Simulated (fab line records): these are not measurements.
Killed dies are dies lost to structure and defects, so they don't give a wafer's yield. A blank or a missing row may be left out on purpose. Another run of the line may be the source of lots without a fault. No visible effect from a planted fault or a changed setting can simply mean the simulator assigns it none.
fab line records	flow gf180mcu	part 1 of 2: steps 1 to 32 of 33
record: lots: 7	wafers: 21	last-day: 33
route steps=602 shown HV_LDD@232 NSD@235 PSD@248 PASSIVATION@602
lots with no fault: from the same line, run without faults
start-h: the number of hours between the record's first day and the start of the first shown wafer of the lot	wait-h: time in hours since the lot's previous step	" as in the row above	L1.1+2: one row covering several wafers at once	- no value, or no start given	* or withheld: withheld	< > ~ a bound
route shown NAME@n: NAME is a module with steps in the file, n the number in the route of the first one	usual: the fault-free wafers' mean and standard deviation	same: alike in all rows	chamber/n: place in a boat	sites: per-site readings	_std_site: the values' standard deviation	_edge_site: inner sites' mean taken away from outer sites' mean	radius-mm: for every site, how far away it sits from the centre of the wafer	mask NAME#n: copy n	behind: the tool/chamber that last shaped the wafer	hold: why the lot was held/for how many hours/how that ended	device: transistor that didn't switch, given as n, p or np	end of line: the tests these same wafers got at the end of their route	where a step has no rows: the recipe by itself	killed: at the first sort, the dies lost to defects and structure; wafer yield is something else	map: per-die view of a wafer (x killed, . not killed, _ where there is no die)
set.NAME: the setting as run; set.NAME@STEP: as run at that earlier step	model.NAME: the simulator's own value behind a step, which no gauge read
lots seen at some steps along the route; tables by step, rows by wafer
services: the hour from which a tool's chamber was out of use, counted from the record's first day as start-h (under 0 if before that day), plus the number of hours and why
== steps ==
step: GF_HV_LDD_CVD_56
recipe: material: Si3N4	precursor: DCS/NH3	target-thk-nm: 90	temp-c: 770	time-s: 1543	pressure-mtorr: 250
step: GF_HV_LDD_THK_MEAS_57
recipe: reads: Si3N4_of_HV_LDD_CVD_56
usual: HV_LDD_CVD_56_THK: 89.8/0.73
lot.wafer	tool	chamber	start-h	wait-h	HV_LDD_CVD_56_THK[nm]
L291.1	film-metro-01	-	310.23	0.0	90.4
L291.2	"	-	"	"	90.5
L291.6	"	-	"	"	89.6
L292.3	film-metro-01	-	317.65	0.0	90.5
L292.4	"	-	"	"	90.3
L292.6	"	-	"	"	90.5
L293.2	film-metro-01	-	331.24	0.0	90.4
L293.3	"	-	"	"	90.8
L293.4	"	-	"	"	89.5
L296.3	film-metro-01	-	355.01	0.0	90.4
L296.4	"	-	"	"	91.2
L296.5	"	-	"	"	90.2
L297.2	film-metro-03	-	359.09	0.0	90.1
L297.3	"	-	"	"	89.9
L297.5	"	-	"	"	89.6
L299.1	film-metro-02	-	371.18	0.0	91.4
L299.2	"	-	"	"	90.9
L299.4	"	-	"	"	90.8
L303.1	film-metro-01	-	408.88	0.0	89.7
L303.3	"	-	"	"	89.6
L303.4	"	-	"	"	89.2
step: GF_HV_LDD_ETCHBACK_58
recipe: chemistry: CH3F/O2	target: Si3N4	stop-on: SiO2	source-w: 400	bias-w: 80	pressure-mtorr: 25	ch3f-flow-sccm: 40	O2_flow_sccm: 30	time-s: 100	target-depth-a: 900
usual: bias-w: 80.00/0.24	drypump-motor-current-A: 5.7/0.56	oes-product-au: 0.842/0.0062	throttle-valve-pct: 10.560/0.0086
same: time-s: 100
lot.wafer	tool	chamber	start-h	wait-h	bias-w	drypump-motor-current-A	oes-product-au	rf-hours-counter-h	throttle-valve-pct
L291.1	rie-diel-01	1	310.29	0.1	79.74	5.1	0.841	30	10.554
L291.2	"	3	"	"	79.76	6.4	0.848	66	10.569
L291.6	"	0	"	"	79.86	5.8	0.844	-	10.564
L292.3	rie-diel-01	0	317.69	0.0	79.77	5.7	0.844	36	10.577
L292.4	"	3	"	"	80.01	6.3	0.847	-	10.535
L292.6	"	0	"	"	79.94	5.8	0.839	-	10.570
L293.2	rie-diel-01	0	331.29	0.0	79.65	5.7	0.858	36	10.559
L293.3	"	2	"	"	80.46	5.5	0.845	18	10.554
L293.4	"	1	"	"	79.87	5.0	0.840	31	10.561
L296.3	rie-diel-01	2	355.05	0.0	80.33	5.5	0.848	19	10.561
L296.4	"	3	"	"	80.28	6.3	0.847	67	10.550
L296.5	"	2	"	"	80.55	5.5	0.843	-	10.559
L297.2	rie-diel-03	2	359.14	0.0	80.23	5.4	0.848	96	10.554
L297.3	"	3	"	"	79.96	5.6	0.838	74	10.568
L297.5	"	3	"	"	80.17	5.6	0.835	-	10.539
L299.1	rie-diel-04	3	371.24	0.1	79.77	5.4	0.852	59	10.567
L299.2	"	2	"	"	80.16	6.6	0.850	49	10.561
L299.4	"	1	"	"	79.64	5.1	0.846	114	10.558
L303.1	rie-diel-01	3	408.94	0.1	80.33	6.3	0.835	68	10.559
L303.3	"	1	"	"	80.32	5.1	0.841	33	10.565
L303.4	"	2	"	"	80.00	5.5	0.834	21	10.572
step: GF_NSD_DEHYDRATE_00
recipe: temp-c: 200	time-s: 60
step: GF_NSD_HMDS_01
recipe: prime-time-s: 60	prime-temp-c: 120
step: GF_NSD_COAT_02
recipe: resist: NOVOLAK	spin-rpm: 3000	resist-thk-nm: 1000
step: GF_NSD_SOFTBAKE_03
recipe: temp-c: 90	time-s: 60	resist: NOVOLAK
step: GF_NSD_EXPOSE_04
recipe: mask-id: Nplus	target-cd-nm: 400	na: 0.6	source-shape: conventional	sigma-outer: 0.6	dose-mj: 140
step: GF_NSD_PEB_05
recipe: temp-c: withheld	time-s: *	resist: NOVOLAK
step: GF_NSD_DEVELOP_06
recipe: develop-time-s: 60	dev-temp-c: 23
step: GF_NSD_CD_MEAS_07
recipe: target-cd-nm: 400
usual: cd-nm: 400.0/2.3
lot.wafer	tool	chamber	start-h	wait-h	cd-nm
L291.1	cd-sem-01	-	330.97	0.1	402.4
L291.2	"	-	"	"	402.0
L291.6	"	-	"	"	401.0
L292.3	cd-sem-01	-	338.24	0.1	397.8
L292.4	"	-	"	"	399.7
L292.6	"	-	"	"	397.2
L293.2	cd-sem-02	-	352.74	0.1	400.5
L293.3	"	-	"	"	399.0
L293.4	"	-	"	"	397.3
L296.3	cd-sem-02	-	377.76	0.1	402.3
L296.4	"	-	"	"	399.2
L296.5	"	-	"	"	400.2
L297.2	cd-sem-01	-	381.89	0.1	404.1
L297.3	"	-	"	"	404.2
L297.5	"	-	"	"	403.2
L299.1	cd-sem-02	-	393.87	0.1	396.5
L299.2	"	-	"	"	396.5
L299.4	"	-	"	"	399.1
L303.1	cd-sem-02	-	433.02	0.1	398.4
L303.3	"	-	"	"	399.9
L303.4	"	-	"	"	398.6
step: GF_NSD_OVL_MEAS_08
usual: NSD_OVL: -0.3/1.5
lot.wafer	tool	chamber	start-h	wait-h	NSD_OVL[nm]
L291.1	overlay-01	-	331.09	0.1	-1.4
L291.2	"	-	"	"	-0.7
L291.6	"	-	"	"	-0.6
L292.3	overlay-01	-	338.34	0.1	0.3
L292.4	"	-	"	"	-1.0
L292.6	"	-	"	"	0.2
L293.2	overlay-01	-	352.85	0.1	1.0
L293.3	"	-	"	"	2.1
L293.4	"	-	"	"	2.1
L296.3	overlay-02	-	377.85	0.1	0.5
L296.4	"	-	"	"	-0.6
L296.5	"	-	"	"	0.7
L297.2	overlay-02	-	381.99	0.1	-0.3
L297.3	"	-	"	"	-0.5
L297.5	"	-	"	"	-0.2
L299.1	overlay-02	-	393.99	0.1	1.9
L299.2	"	-	"	"	0.2
L299.4	"	-	"	"	1.1
L303.1	overlay-01	-	433.14	0.1	0.1
L303.3	"	-	"	"	-1.0
L303.4	"	-	"	"	-1.0
step: GF_NSD_IMPLANT_09
recipe: species: As	energy-kev: 60	dose-cm2: 4e+15	tilt-deg: 7
usual: beam-on-s: 21/3.3
lot.wafer	tool	chamber	start-h	wait-h	beam-on-s
L291.1	implanter-03	0	331.13	0.0	24
L291.2	"	0	"	"	25
L291.6	"	0	"	"	25
L292.3	implanter-02	0	338.41	0.1	17
L292.4	"	0	"	"	17
L292.6	"	0	"	"	17
L293.2	implanter-03	0	352.90	0.0	25
L293.3	"	0	"	"	25
L293.4	"	0	"	"	25
L296.3	implanter-01	0	377.93	0.1	21
L296.4	"	0	"	"	20
L296.5	"	0	"	"	21
L296.3	implanter-01	0	378.24	0.3	21
L296.4	"	0	"	"	21
L296.5	"	0	"	"	21
L297.2	implanter-01	0	382.05	0.0	20
L297.3	"	0	"	"	20
L297.5	"	0	"	"	20
L299.1	implanter-02	0	394.03	0.0	17
L299.2	"	0	"	"	17
L299.4	"	0	"	"	17
L299.1	implanter-02	0	394.34	0.3	16
L299.2	"	0	"	"	17
L299.4	"	0	"	"	17
L303.1	implanter-03	0	433.18	0.0	25
L303.3	"	0	"	"	23
L303.4	"	0	"	"	25
L303.1	implanter-03	0	433.49	0.3	24
L303.3	"	0	"	"	25
L303.4	"	0	"	"	24
step: GF_NSD_IMPLANT_10
recipe: species: P	energy-kev: 40	dose-cm2: 5e+14	tilt-deg: 7
step: GF_NSD_STRIP_11
recipe: chemistry: O2/N2	power-w: 1400	pressure-mtorr: 1500	platen-temp-c: 250	o2-flow-sccm: 3000	n2-flow-sccm: 300	overash-fraction: 0.5
usual: drypump-motor-current-A: 6.1/0.37	heater-power-w: 328/34	oes-product-au: 0.487/0.0043	platen-temp-c: 249.96/0.18	strip-time-to-endpoint-s: 22.95/0.038
lot.wafer	tool	chamber	start-h	wait-h	drypump-motor-current-A	heater-power-w	oes-product-au	platen-temp-c	rf-hours-counter-h	strip-time-to-endpoint-s
L291.1	plasma-asher-03	1	331.43	0.1	5.7	368	0.481	250.03	73	22.91
L291.2	"	0	"	"	6.6	309	0.487	249.88	73	22.90
L291.6	"	0	"	"	6.6	302	0.488	249.81	-	22.94
L292.3	plasma-asher-04	0	338.69	0.1	5.7	359	0.485	250.27	-	22.95
L292.4	"	1	"	"	6.2	343	0.498	250.10	-	22.98
L292.6	"	0	"	"	5.7	369	0.491	250.39	-	22.97
L293.2	plasma-asher-04	1	353.18	0.1	6.3	329	0.488	250.20	54	22.92
L293.3	"	1	"	"	6.3	326	0.488	249.98	-	22.96
L293.4	"	0	"	"	5.7	355	0.486	249.77	-	22.92
L296.3	plasma-asher-03	0	378.53	0.1	6.6	302	0.470	249.95	-	24.14
L296.4	"	1	"	"	5.7	359	0.474	249.97	-	24.11
L296.5	"	0	"	"	6.6	306	0.478	249.88	-	24.16
L297.2	plasma-asher-02	0	382.32	0.1	5.8	307	0.492	250.18	75	22.93
L297.3	"	0	"	"	5.8	309	0.491	250.01	-	22.97
L297.5	"	0	"	"	5.8	311	0.486	249.89	-	22.95
L299.1	plasma-asher-04	0	394.64	0.1	5.7	356	0.471	249.76	59	24.02
L299.2	"	1	"	"	6.3	329	0.474	250.11	59	24.04
L299.4	"	1	"	"	6.3	331	0.470	250.07	-	24.03
L303.1	plasma-asher-03	0	433.99	0.3	6.6	280	0.477	250.01	0	24.09
L303.3	"	0	"	"	6.6	288	0.472	250.00	-	24.12
L303.4	"	1	"	"	5.7	375	0.475	249.90	-	24.14
step: GF_NSD_TW_MEAS_12
usual: NSD_TW: 4236/19
lot.wafer	tool	chamber	start-h	wait-h	NSD_TW
L291.1	film-metro-03	-	331.53	0.1	4224
L291.2	"	-	"	"	4236
L291.6	"	-	"	"	4243
L292.3	film-metro-04	-	338.78	0.1	4246
L292.4	"	-	"	"	4233
L292.6	"	-	"	"	4262
L293.2	film-metro-04	-	353.29	0.1	4268
L293.3	"	-	"	"	4261
L293.4	"	-	"	"	4272
L296.3	film-metro-01	-	378.72	0.2	4289
L296.4	"	-	"	"	4275
L296.5	"	-	"	"	4264
L297.2	film-metro-04	-	382.43	0.1	4241
L297.3	"	-	"	"	4238
L297.5	"	-	"	"	4237
L299.1	film-metro-04	-	394.74	0.1	4298
L299.2	"	-	"	"	4277
L299.4	"	-	"	"	4292
L303.1	film-metro-01	-	434.09	0.1	4287
L303.3	"	-	"	"	4291
L303.4	"	-	"	"	4311
step: GF_PSD_DEHYDRATE_00
recipe: temp-c: 200	time-s: 60
step: GF_PSD_HMDS_01
recipe: prime-time-s: 60	prime-temp-c: 120
step: GF_PSD_COAT_02
recipe: resist: NOVOLAK	spin-rpm: 3000	resist-thk-nm: 1000
step: GF_PSD_SOFTBAKE_03
recipe: temp-c: 90	time-s: 60	resist: NOVOLAK
step: GF_PSD_EXPOSE_04
recipe: mask-id: Pplus	target-cd-nm: 400	na: 0.6	source-shape: conventional	sigma-outer: 0.6	dose-mj: 140
step: GF_PSD_PEB_05
recipe: temp-c: withheld	time-s: *	resist: NOVOLAK
step: GF_PSD_DEVELOP_06
recipe: develop-time-s: 60	dev-temp-c: 23
step: GF_PSD_CD_MEAS_07
recipe: target-cd-nm: 400
usual: cd-nm: 400.2/2.4
lot.wafer	tool	chamber	start-h	wait-h	cd-nm
L291.1	cd-sem-02	-	353.25	0.1	396.2
L291.2	"	-	"	"	397.6
L291.6	"	-	"	"	395.6
L292.3	cd-sem-01	-	360.71	0.1	399.8
L292.4	"	-	"	"	399.8
L292.6	"	-	"	"	399.0
L293.2	cd-sem-01	-	375.37	0.1	398.9
L293.3	"	-	"	"	401.1
L293.4	"	-	"	"	401.3
L296.3	cd-sem-02	-	401.01	0.1	403.2
L296.4	"	-	"	"	402.4
L296.5	"	-	"	"	403.2
L297.2	cd-sem-02	-	406.02	0.1	398.0
L297.3	"	-	"	"	396.1
L297.5	"	-	"	"	399.4
L299.1	cd-sem-02	-	418.12	0.1	399.4
L299.2	"	-	"	"	398.0
L299.4	"	-	"	"	399.3
L303.1	cd-sem-01	-	458.42	0.1	400.4
L303.3	"	-	"	"	398.9
L303.4	"	-	"	"	399.6
step: GF_PSD_OVL_MEAS_08
usual: PSD_OVL: 0.1/1.4
lot.wafer	tool	chamber	start-h	wait-h	PSD_OVL[nm]
L291.1	overlay-01	-	353.37	0.1	0.2
L291.2	"	-	"	"	0.9
L291.6	"	-	"	"	2.1
L292.3	overlay-02	-	360.80	0.1	-2.4
L292.4	"	-	"	"	-1.6
L292.6	"	-	"	"	-0.2
L293.2	overlay-01	-	375.48	0.1	0.3
L293.3	"	-	"	"	1.1
L293.4	"	-	"	"	0.2
L296.3	overlay-01	-	401.10	0.1	1.9
L296.4	"	-	"	"	0.5
L296.5	"	-	"	"	0.2
L297.2	overlay-01	-	406.13	0.1	0.4
L297.3	"	-	"	"	-0.6
L297.5	"	-	"	"	0.6
L299.1	overlay-01	-	418.24	0.1	-0.5
L299.2	"	-	"	"	0.7
L299.4	"	-	"	"	-0.5
L303.1	overlay-02	-	458.54	0.1	1.2
L303.3	"	-	"	"	-2.3
L303.4	"	-	"	"	-1.3
step: GF_PSD_IMPLANT_09
recipe: species: BF2	energy-kev: 40	dose-cm2: 1.5e+15	tilt-deg: 7
step: GF_PSD_STRIP_10
recipe: chemistry: O2/N2	power-w: 1400	pressure-mtorr: 1500	platen-temp-c: 250	o2-flow-sccm: 3000	n2-flow-sccm: 300	overash-fraction: 0.5
usual: drypump-motor-current-A: 6.0/0.48	heater-power-w: 334/28	oes-product-au: 0.591/0.0044	platen-temp-c: 250.02/0.18	strip-time-to-endpoint-s: 16.54/0.045
lot.wafer	tool	chamber	start-h	wait-h	drypump-motor-current-A	heater-power-w	oes-product-au	platen-temp-c	rf-hours-counter-h	strip-time-to-endpoint-s
L291.1	plasma-asher-01	1	353.56	0.1	6.5	365	0.593	250.12	24	16.54
L291.2	"	0	"	"	5.3	341	0.593	250.20	24	16.55
L291.6	"	1	"	"	6.4	380	0.587	250.17	-	16.55
L292.3	plasma-asher-01	1	361.01	0.1	6.5	375	0.597	250.02	-	16.50
L292.4	"	0	"	"	5.3	332	0.589	249.79	-	16.53
L292.6	"	0	"	"	5.3	328	0.588	250.07	-	16.46
L293.2	plasma-asher-04	0	375.66	0.1	5.7	366	0.601	250.05	57	16.57
L293.3	"	0	"	"	5.7	358	0.594	250.04	-	16.51
L293.4	"	1	"	"	6.2	334	0.589	250.00	-	16.55
L296.3	plasma-asher-01	0	401.31	0.1	5.3	333	0.588	250.30	-	16.53
L296.4	"	1	"	"	6.5	377	0.596	249.73	-	16.54
L296.5	"	1	"	"	6.4	368	0.591	250.00	-	16.51
L297.2	plasma-asher-01	1	406.31	0.1	6.5	370	0.589	249.82	29	16.58
L297.3	"	1	"	"	6.5	366	0.594	249.54	-	16.59
L297.5	"	0	"	"	5.3	332	0.596	249.75	-	16.58
L299.1	plasma-asher-04	1	418.43	0.1	6.2	337	0.591	250.19	61	16.52
L299.2	"	0	"	"	5.7	350	0.591	250.14	61	16.56
L299.4	"	0	"	"	5.7	358	0.594	249.89	-	16.51
L303.1	plasma-asher-02	0	458.72	0.1	5.8	305	0.591	249.93	83	16.58
L303.3	"	1	"	"	6.5	283	0.592	249.97	-	16.58
L303.4	"	0	"	"	5.8	308	0.600	250.29	-	16.61
step: GF_PSD_TW_MEAS_11
usual: PSD_TW: 3176/14
lot.wafer	tool	chamber	start-h	wait-h	PSD_TW
L291.1	film-metro-03	-	353.66	0.1	3151
L291.2	"	-	"	"	3168
L291.6	"	-	"	"	3159
L292.3	film-metro-04	-	361.09	0.1	3177
L292.4	"	-	"	"	3149
L292.6	"	-	"	"	3173
L293.2	film-metro-01	-	375.77	0.1	3166
L293.3	"	-	"	"	3150
L293.4	"	-	"	"	3163
L296.3	film-metro-03	-	401.40	0.1	3179
L296.4	"	-	"	"	3157
L296.5	"	-	"	"	3156
L297.2	film-metro-04	-	406.42	0.1	3176
L297.3	"	-	"	"	3178
L297.5	"	-	"	"	3183
L299.1	film-metro-01	-	418.53	0.1	3162
L299.2	"	-	"	"	3174
L299.4	"	-	"	"	3175
L303.1	film-metro-01	-	458.82	0.1	3174
L303.3	"	-	"	"	3175
L303.4	"	-	"	"	3176
step: GF_PSD_CLEAN_12
recipe: chemistry: SC1/SC2	mix: 1:4:20	temp-c: 70	time-s: 150	dry: n2-spin
step: GF_PSD_RTA_13
recipe: temp-c: 1025	time-s: 20	ambient: N2
usual: lamp-power-pct: 36.2/1.2	wafer_temp_C_max: 1028.5/0.82
same: time-s: 20
lot.wafer	tool	chamber	start-h	wait-h	lamp-power-pct	wafer_temp_C_max
L291.1	rtp-anneal-01	0	353.77	0.0	35.0	1029.8
L291.2	"	0	"	"	35.0	1029.4
L291.6	"	0	"	"	35.0	1029.9
L292.3	rtp-anneal-02	0	361.21	0.0	37.4	1027.5
L292.4	"	0	"	"	37.4	1028.3
L292.6	"	0	"	"	37.5	1028.4
L293.2	rtp-anneal-02	0	375.88	0.0	37.4	1028.3
L293.3	"	0	"	"	37.4	1028.9
L293.4	"	0	"	"	37.4	1028.4
L296.3	rtp-anneal-02	0	401.51	0.0	37.4	1028.7
L296.4	"	0	"	"	37.4	1027.7
L296.5	"	0	"	"	37.4	1028.3
L297.2	rtp-anneal-02	0	406.91	0.0	37.5	1028.5
L297.3	"	0	"	"	37.4	1028.9
L297.5	"	0	"	"	37.5	1029.1
L299.1	rtp-anneal-02	0	418.64	0.0	37.5	1028.3
L299.2	"	0	"	"	37.4	1029.0
L299.4	"	0	"	"	37.4	1027.8
L303.1	rtp-anneal-02	0	458.93	0.0	37.4	1027.3
L303.3	"	0	"	"	37.4	1027.8
L303.4	"	0	"	"	37.5	1027.1
step: GF_PSD_RS_MEAS_14
recipe: thk-meas-gauge: four-point-probe
usual: NSD_RS: 46.14/0.11
lot.wafer	tool	chamber	start-h	wait-h	NSD_RS[ohm/sq]
L291.1	film-metro-04	-	353.85	0.1	46.12
L291.2	"	-	"	"	46.07
L291.6	"	-	"	"	46.11
L292.3	film-metro-01	-	361.31	0.1	46.25
L292.4	"	-	"	"	46.28
L292.6	"	-	"	"	46.31
L293.2	film-metro-01	-	375.97	0.1	46.34
L293.3	"	-	"	"	46.30
L293.4	"	-	"	"	46.24
L296.3	film-metro-03	-	401.61	0.1	44.11
L296.4	"	-	"	"	44.09
L296.5	"	-	"	"	44.01
L297.2	film-metro-03	-	407.00	0.1	46.03
L297.3	"	-	"	"	46.03
L297.5	"	-	"	"	46.02
L299.1	film-metro-01	-	418.72	0.1	44.16
L299.2	"	-	"	"	44.16
L299.4	"	-	"	"	44.12
L303.1	film-metro-03	-	459.01	0.1	44.02
L303.3	"	-	"	"	44.06
L303.4	"	-	"	"	44.07
step: GF_PSD_RS_MEAS_15
recipe: thk-meas-gauge: four-point-probe
usual: PSD_RS: 108.6/0.32
lot.wafer	tool	chamber	start-h	wait-h	PSD_RS[ohm/sq]
L291.1	film-metro-04	-	353.97	0.1	108.6
L291.2	"	-	"	"	108.6
L291.6	"	-	"	"	108.7
L292.3	film-metro-01	-	361.43	0.1	108.7
L292.4	"	-	"	"	108.7
L292.6	"	-	"	"	109.0
L293.2	film-metro-01	-	376.09	0.1	109.1
L293.3	"	-	"	"	108.8
L293.4	"	-	"	"	109.4
L296.3	film-metro-03	-	401.73	0.1	108.6
L296.4	"	-	"	"	108.6
L296.5	"	-	"	"	108.7
L297.2	film-metro-03	-	407.12	0.1	108.4
L297.3	"	-	"	"	108.5
L297.5	"	-	"	"	108.3
L299.1	film-metro-01	-	418.84	0.1	109.4
L299.2	"	-	"	"	109.2
L299.4	"	-	"	"	109.2
L303.1	film-metro-03	-	459.13	0.1	108.4
L303.3	"	-	"	"	108.8
L303.4	"	-	"	"	108.7
== key ==
first-sign: step: GF_NSD_IMPLANT_09	reading: visit	direction: added
effect: step: GF_NSD_STRIP_11	reading: strip-time-to-endpoint-s	direction: up	sigmas: 30	usual: *	struck: *
effect: step: GF_NSD_TW_MEAS_12	reading: NSD_TW	direction: up	sigmas: 2.6	usual: 4236	struck: 4287
effect: step: GF_PSD_RS_MEAS_14	reading: NSD_RS	direction: down	sigmas: 19	usual: 46.14	struck: 44.09
model-effect: step: GF_PASSIVATION_PROBE_99	value: etest.npoly-u.line-ohm-um	without: 387.9	struck: 252.9
met-at GF_NSD_IMPLANT_09
struck-wafers L296.3,L296.4,L296.5,L299.1,L299.2,L299.4,L303.1,L303.3,L303.4
tester-left-out L296,L299,L303
fault: kind: repeated-step-whole	tool: implanter-01,implanter-02,implanter-03	chamber: -	onset-h: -	steps: GF_NSD_IMPLANT_09	times: 1	scope: struck-lots-only
tester-left-out: of these lots the tester's yield and bins aren't shown, on N5 and GAA mostly nor the transistor test; their killed dies are dies lost to structure and defects alone, not to doping, threshold or leakage, so they don't give the yield
